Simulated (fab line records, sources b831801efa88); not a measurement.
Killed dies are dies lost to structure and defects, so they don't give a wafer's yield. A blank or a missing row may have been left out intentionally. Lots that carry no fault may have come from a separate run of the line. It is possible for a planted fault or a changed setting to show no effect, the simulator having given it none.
Struck lot and sound lot, side by side -- flow sky130 -- 48 out of 708 route steps
Sound: wafers L552.1, L552.4, L552.6. Struck: wafers L543.1, L543.2, L543.3. Last of all comes the cause.
Per side, at each step with rows, come the tool, then ch with its chambers, and then its first start. Under that, the readings that differ: sound wafers -- struck wafers -- difference of the means -- sigmas: that difference in standard deviations of wafers without a fault.
alike: readings whose means differ by less than 2 such deviations, and words and numbers that are the same on both sides. not compared: withheld readings, readings that some wafer has no value for, bounds like >300 that may hide the same value, and numbers for which the record gives no deviation and whose values overlap.
A row with sigmas, a row that says differs or no value, or rows on one side alone: a step with any of these is where the two part. When numbers do not overlap yet have no deviation, they are printed without sigmas and do not part them. A reading missing from all wafers of one side parts the sides only when that side holds two or more wafers.

first, 1 step without rows for these wafers: SKY_VT_ADJUST_HVTR_IMPLANT_09.
SKY_VT_ADJUST_HVTR_STRIP_10: strips in O2/N2.
  sound on plasma-asher-04 ch 0,1, day 16 10:47; struck on plasma-asher-04 ch 0,1, day 13 14:27
  alike: chamber-pressure-mTorr, drypump-motor-current-A, oes-product-au, strip-time-to-endpoint-s
  not compared: rf-hours-counter-h
SKY_VT_ADJUST_HVTR_TW_MEAS_11:
  sound on film-metro-03, day 16 10:53; struck on film-metro-04, day 13 14:33
  alike: VT_ADJUST_HVTR_TW
then, 7 steps without rows for these wafers: SKY_VT_ADJUST_PCH_DEHYDRATE_00 (time 60 s); SKY_VT_ADJUST_PCH_HMDS_01 (prime time 60 s); SKY_VT_ADJUST_PCH_COAT_02 (resist thk 3000 nm); SKY_VT_ADJUST_PCH_SOFTBAKE_03; SKY_VT_ADJUST_PCH_EXPOSE_04 (exposes mask NWM, target cd 840 nm); SKY_VT_ADJUST_PCH_PEB_05; SKY_VT_ADJUST_PCH_DEVELOP_06 (develop time 60 s).
SKY_VT_ADJUST_PCH_OVL_MEAS_07:
  sound on overlay-02, day 17 16:03; struck on overlay-02, day 14 16:46
  alike: VT_ADJUST_PCH_OVL
then, 1 step without rows for these wafers: SKY_VT_ADJUST_PCH_IMPLANT_08.
SKY_VT_ADJUST_PCH_STRIP_09: strips in O2/N2.
  sound on plasma-asher-03 ch 0,1, day 17 16:14; struck on plasma-asher-01 ch 0,1, day 14 16:58
  no value came back on the struck wafers for chamber-pressure-mTorr (mTorr), drypump-motor-current-A (A), oes-product-au (a.u.), strip-time-to-endpoint-s (s); on the sound wafers chamber-pressure-mTorr (mTorr) reads 1500.4 1498.5 1500.8
reading,sound,struck,difference,sigmas
model.coat_of_VT_ADJUST_PCH_COAT_02.thk-nm (nm),0 0 0,2996 2999 2989,+2995,
  not compared: rf-hours-counter-h
SKY_VT_ADJUST_PCH_TW_MEAS_10:
  sound on film-metro-02, day 17 16:20; struck on film-metro-02, day 14 17:04
  alike: VT_ADJUST_PCH_TW
then, 7 steps without rows for these wafers: SKY_SONOS_TUNNEL_DEHYDRATE_00 (time 60 s); SKY_SONOS_TUNNEL_HMDS_01 (prime time 60 s); SKY_SONOS_TUNNEL_COAT_02 (resist thk 1140 nm); SKY_SONOS_TUNNEL_SOFTBAKE_03 (time 60 s); SKY_SONOS_TUNNEL_EXPOSE_04 (exposes mask TUNM, target cd 410 nm); SKY_SONOS_TUNNEL_PEB_05; SKY_SONOS_TUNNEL_DEVELOP_06 (develop time 60 s).
SKY_SONOS_TUNNEL_CD_MEAS_07 targets a cd of 410 nm.
  sound on cd-sem-01, day 18 23:10; struck on cd-sem-02, day 15 20:17
  alike: cd-nm
SKY_SONOS_TUNNEL_OVL_MEAS_08:
  sound on overlay-01, day 18 23:17; struck on overlay-02, day 15 20:24
  alike: SONOS_TUNNEL_OVL
then, 2 steps without rows for these wafers: SKY_SONOS_TUNNEL_IMPLANT_09; SKY_SONOS_TUNNEL_WET_ETCH_10 (etches SiO2 in dHF, target depth 14 nm, time 280 s).
SKY_SONOS_TUNNEL_STRIP_11: strips in SPM, time 600 s.
  sound on wet-bench-02 ch 0, day 18 23:34; struck on wet-bench-04 ch 2, day 15 20:41
reading,sound,struck,difference,sigmas
bath-guard-temp-C (C),129.0 129.0 129.6,130.2 130.7 130.6,+1.3,+3
bath-heat-duty-pct (%),16.2 16.9 16.6,12.4 12.6 13.1,-3.9,-2
model.NOVOLAK_of_SONOS_TUNNEL_COAT_02.thk-nm (nm),0 0 0,1140 1138 1137,+1138,
SKY_SONOS_TUNNEL_TW_MEAS_12:
  sound on film-metro-03, day 18 23:45; struck on film-metro-02, day 15 20:52
reading,sound,struck,difference,sigmas
SONOS_TUNNEL_TW,198.5 196.7 198.2,29.8 30.0 30.0,-167.9,-99 or more
then, 2 steps without rows for these wafers: SKY_SONOS_TUNNEL_CLEAN_13 (cleans in dHF, time 20 s); SKY_SONOS_ONO_OXIDATION_00 (stabilise 600 s, purge 300 s, target thk 2.6 nm).
SKY_SONOS_ONO_THK_MEAS_01:
  sound on film-metro-01, day 19 02:53; struck on film-metro-01, day 16 00:07
  alike: SONOS_ONO_OXIDATION_THK
then, 1 step without rows for these wafers: SKY_SONOS_ONO_CVD_02 (deposits Si3N4 from DCS/NH3, target thk 10.5 nm, time 180 s).
SKY_SONOS_ONO_THK_MEAS_03:
  sound on film-metro-02, day 19 04:00; struck on film-metro-02, day 16 02:55
reading,sound,struck,difference,sigmas
SONOS_ONO_CVD_02_THK (nm),10.21 10.34 10.30,10.76 10.66 10.46,+0.34,+2
then, 1 step without rows for these wafers: SKY_SONOS_ONO_CVD_04 (deposits SiO2 from SiH4/N2O, target thk 5.7199 nm).
SKY_SONOS_ONO_THK_MEAS_05:
  sound on film-metro-01, day 19 05:19; struck on film-metro-03, day 16 04:51
  alike: SONOS_ONO_CVD_04_THK
then, 7 steps without rows for these wafers: SKY_SONOS_ONO_DEHYDRATE_06 (time 60 s); SKY_SONOS_ONO_HMDS_07 (prime time 60 s); SKY_SONOS_ONO_COAT_08 (resist thk 1140 nm); SKY_SONOS_ONO_SOFTBAKE_09 (time 60 s); SKY_SONOS_ONO_EXPOSE_10 (exposes mask ONOM, target cd 410 nm); SKY_SONOS_ONO_PEB_11; SKY_SONOS_ONO_DEVELOP_12 (develop time 60 s).
SKY_SONOS_ONO_CD_MEAS_13 targets a cd of 410 nm.
  sound on cd-sem-02, day 20 13:00; struck on cd-sem-02, day 17 10:35
  alike: cd-nm
-- record jumps: 16 days separate the struck wafers' starts on either side; left off in module SONOS_ONO, taken up again in module LI_CONTACT, whose first shown step is the route's number 365 --
SKY_LI_CONTACT_BOW_MEAS_03:
  sound on film-metro-04, day 35 12:53; struck on film-metro-02, day 32 22:36
reading,sound,struck,difference,sigmas
LI_CONTACT_BOW (um),44 58 62,18 24 18,-35,-6
-- the record jumps here: 2 days lie between the struck wafers' starts before and after (it left off in module LI_CONTACT and takes up again in module CONTACT, whose first step shown is number 411 of the route) --
SKY_CONTACT_BOW_MEAS_05:
  sound on film-metro-01, day 37 20:53; struck on film-metro-02, day 35 05:42
reading,sound,struck,difference,sigmas
CONTACT_BOW (um),69 83 87,43 50 42,-35,-5
-- the record jumps here: 2 days lie between the struck wafers' starts before and after (it left off in module CONTACT and takes up again in module VIA1, whose first step shown is number 461 of the route) --
SKY_VIA1_BOW_MEAS_03:
  sound on film-metro-02, day 40 02:43; struck on film-metro-01, day 37 13:51
reading,sound,struck,difference,sigmas
VIA1_BOW (um),66 82 86,43 51 43,-32,-5
-- the record jumps here: 2 days lie between the struck wafers' starts before and after (it left off in module VIA1 and takes up again in module VIA2, whose first step shown is number 510 of the route) --
SKY_VIA2_BOW_MEAS_03:
  sound on film-metro-03, day 42 07:05; struck on film-metro-03, day 39 19:42
reading,sound,struck,difference,sigmas
VIA2_BOW (um),68 82 88,47 54 47,-30,-4
-- the record jumps here: 3 days lie between the struck wafers' starts before and after (it left off in module VIA2 and takes up again in module VIA3, whose first step shown is number 576 of the route) --
SKY_VIA3_BOW_MEAS_03:
  sound on film-metro-01, day 45 08:40; struck on film-metro-01, day 43 00:38
reading,sound,struck,difference,sigmas
VIA3_BOW (um),64 78 83,42 50 43,-30,-4
-- the record jumps here: 3 days lie between the struck wafers' starts before and after (it left off in module VIA3 and takes up again in module VIA4, whose first step shown is number 642 of the route) --
SKY_VIA4_BOW_MEAS_03:
  sound on film-metro-03, day 48 01:57; struck on film-metro-03, day 46 01:13
reading,sound,struck,difference,sigmas
VIA4_BOW (um),64 79 86,46 52 45,-29,-4

## WHERE THEY PART
First at SKY_VT_ADJUST_PCH_STRIP_09; last, within this record, at SKY_VIA4_BOW_MEAS_03.

WHY: what the simulator had put in
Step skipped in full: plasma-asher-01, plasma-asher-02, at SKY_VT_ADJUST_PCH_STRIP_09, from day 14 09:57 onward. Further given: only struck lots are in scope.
